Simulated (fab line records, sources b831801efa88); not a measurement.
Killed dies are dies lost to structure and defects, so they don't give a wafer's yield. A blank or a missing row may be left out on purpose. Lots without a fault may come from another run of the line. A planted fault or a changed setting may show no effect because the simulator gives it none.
Which tool did it? | flow gf180mcu | 14 lots, 42 wafers sampled, at 5 steps of a route of 602

WHAT THE GAUGES READ, wafer by wafer
GF_POLY_GATE_THK_MEAS_01. Usual: POLY_GATE_CVD_00_THK 200.0 nm, standard deviation 1.7.
lot  | measured     | on            | POLY_GATE_CVD_00_THK (nm) | flag
L293 | day 8 10:23  | film_metro-01 | 197.1 197.7 197.8         |
L294 | day 8 20:28  | film_metro-03 | 201.3 198.2 198.2         |
L295 | day 9 03:35  | film_metro-01 | 199.2 199.4 200.8         |
L296 | day 9 08:15  | film_metro-01 | 200.6 198.6 197.8         |
L297 | day 9 12:31  | film_metro-01 | 197.8 197.9 199.2         |
L303 | day 11 06:27 | film_metro-03 | 197.4 198.7 197.3         |
L304 | day 11 12:35 | film_metro-03 | 201.8 200.2 201.8         |
L309 | day 12 21:03 | film_metro-02 | 200.0 201.0 200.7         |
L310 | day 13 08:50 | film_metro-02 | 203.1 201.2 202.4         |
L311 | day 13 13:41 | film_metro-03 | 204.1 202.0 202.0         |
L312 | day 13 22:51 | film_metro-03 | 201.2 201.7 203.7         |
L313 | day 14 06:28 | film_metro-03 | 201.1 199.8 198.0         |
L314 | day 14 19:23 | film_metro-01 | 201.0 201.7 203.9         |
L315 | day 15 06:54 | film_metro-01 | 200.1 198.4 200.0         |

GF_POLY_GATE_CD_MEAS_18. Usual: cd_nm 279.6 nm, standard deviation 2.5.
lot  | measured     | on        | cd_nm (nm)        | flag
L293 | day 9 06:29  | cd_sem-02 | 275.3 277.8 276.6 |
L294 | day 9 15:50  | cd_sem-02 | 282.5 276.1 275.6 |
L295 | day 9 21:51  | cd_sem-01 | 278.6 282.5 284.3 |
L296 | day 10 04:07 | cd_sem-02 | 276.0 279.8 279.6 |
L297 | day 10 08:13 | cd_sem-02 | 281.1 278.1 284.7 |
L303 | day 12 03:43 | cd_sem-02 | 277.3 279.9 277.8 |
L304 | day 12 08:41 | cd_sem-01 | 283.0 277.5 276.1 |
L309 | day 13 18:54 | cd_sem-02 | 279.5 280.3 280.1 |
L310 | day 14 07:52 | cd_sem-01 | 280.9 283.7 280.3 |
L311 | day 14 11:37 | cd_sem-02 | 281.1 281.7 279.1 |
L312 | day 14 21:13 | cd_sem-02 | 277.3 273.5 275.2 |
L313 | day 15 05:08 | cd_sem-02 | 282.0 278.7 281.1 |
L314 | day 15 18:42 | cd_sem-01 | 277.0 279.2 280.4 |
L315 | day 16 07:01 | cd_sem-02 | 276.6 279.6 276.9 |

GF_HV_LDD_TW_MEAS_23. Usual: HV_LDD_2_TW 1047, standard deviation 5.1.
lot  | measured     | on            | HV_LDD_2_TW    | flag
L293 | day 10 18:14 | film_metro-02 | 1045 1051 1050 |
L294 | day 11 03:59 | film_metro-02 | 1039 1045 1043 |
L295 | day 11 09:32 | film_metro-03 | 1050 1057 1040 |
L296 | day 11 17:05 | film_metro-03 | 1053 1049 1050 |
L297 | day 11 21:10 | film_metro-02 | 1047 1047 1042 |
L303 | day 13 19:37 | film_metro-02 | 1050 1050 1048 |
L304 | day 14 00:32 | film_metro-02 | 1040 1037 1037 |
L309 | day 15 12:23 | film_metro-02 | 1046 1047 1038 |
L310 | day 16 04:02 | film_metro-02 | 1057 1051 1053 |
L311 | day 16 07:38 | film_metro-04 | 1048 1052 1050 |
L312 | day 16 16:50 | film_metro-04 | 1053 1043 1051 |
L313 | day 17 02:17 | film_metro-04 | 1055 1059 1053 |
L314 | day 17 16:50 | film_metro-02 | 1051 1047 1047 |
L315 | day 18 05:38 | film_metro-02 | 1047 1052 1051 |

GF_NSD_CD_MEAS_07: target cd 400 nm. Usual: cd_nm 400.9 nm, standard deviation 2.
lot  | measured     | on        | cd_nm (nm)                          | flag
L293 | day 13 06:58 | cd_sem-01 | 402.0 406.8 403.1                   |
L294 | day 13 16:09 | cd_sem-02 | 402.5 404.3 399.8                   |
L295 | day 13 23:10 | cd_sem-01 | 400.3 402.1 401.2                   |
L296 | day 14 08:02 | cd_sem-01 | 398.3 399.2 403.9                   |
L297 | day 14 12:23 | cd_sem-01 | 399.2 398.4 400.9                   |
L303 | day 16 14:18 | cd_sem-01 | 416.7 415.6 401.8 416.8 415.4 402.0 | OFF
L304 | day 16 21:44 | cd_sem-02 | 398.1 412.6 413.8 397.9 412.8 413.8 | OFF
L309 | day 18 11:44 | cd_sem-02 | 402.8 403.4 401.0                   |
L310 | day 19 11:16 | cd_sem-02 | 401.4 402.8 400.5                   |
L311 | day 19 11:11 | cd_sem-01 | 400.3 401.1 400.1                   |
L312 | day 19 18:50 | cd_sem-02 | 401.9 402.7 399.0                   |
L313 | day 20 05:11 | cd_sem-02 | 400.9 399.7 402.4                   |
L314 | day 20 20:16 | cd_sem-02 | 398.7 400.2 399.7                   |
L315 | day 21 09:08 | cd_sem-01 | 399.4 401.3 402.1                   |

WHICH TOOL RAN EACH LOT (tool, then ch and the chambers of the sampled wafers, then the start)
lot  | GF_NSD_DEVELOP_06
L293 | litho_track-02 ch 0, day 13 06:49
L294 | litho_track-01 ch 0, day 13 16:00
L295 | litho_track-02 ch 0, day 13 23:01
L296 | litho_track-04 ch 0, day 14 07:47
L297 | litho_track-04 ch 0, day 14 12:14
L303 | litho_track-04 ch 0, day 16 14:10
L304 | litho_track-04 ch 0, day 16 21:35
L309 | litho_track-02 ch 0, day 18 11:35
L310 | litho_track-02 ch 0, day 19 11:07
L311 | litho_track-04 ch 0, day 19 11:02
L312 | litho_track-04 ch 0, day 19 18:41
L313 | litho_track-04 ch 0, day 20 05:02
L314 | litho_track-02 ch 0, day 20 20:07
L315 | litho_track-01 ch 0, day 21 09:00
- GF_NSD_DEVELOP_06: develop time 60 s.

WHAT THE TOOLS THEMSELVES READ (means of the sampled wafers that have a number; where no wafer has one, the mark that the record gives instead)
The record holds no such reading with a usual standard deviation.

THE ANSWER, worked out from the rows above alone
Rule: a lot is off if the mean of its wafers that have a number lies more than 3 standard deviations from the usual mean. A lot without any number at a reading at which 4 lots or more have one is off too. The other lots that the step has rows for count as sound. The gauges are gone through in route order, then the tools' own readings, and for those a lot's mean is taken as printed above. The first step at which some lot is off is used, and at that step the reading that is off furthest; a lot without a number counts as furthest.
Off: L303, L304, at GF_NSD_CD_MEAS_07 (cd_nm).
A tool fits if, at a process step before that reading, it ran every lot that is off, and no sound lot after the first of them. The gauges at GF_NSD_CD_MEAS_07 are tried like those tools. None of those tried fits.

WHAT THE SIMULATOR HAD PUT IN
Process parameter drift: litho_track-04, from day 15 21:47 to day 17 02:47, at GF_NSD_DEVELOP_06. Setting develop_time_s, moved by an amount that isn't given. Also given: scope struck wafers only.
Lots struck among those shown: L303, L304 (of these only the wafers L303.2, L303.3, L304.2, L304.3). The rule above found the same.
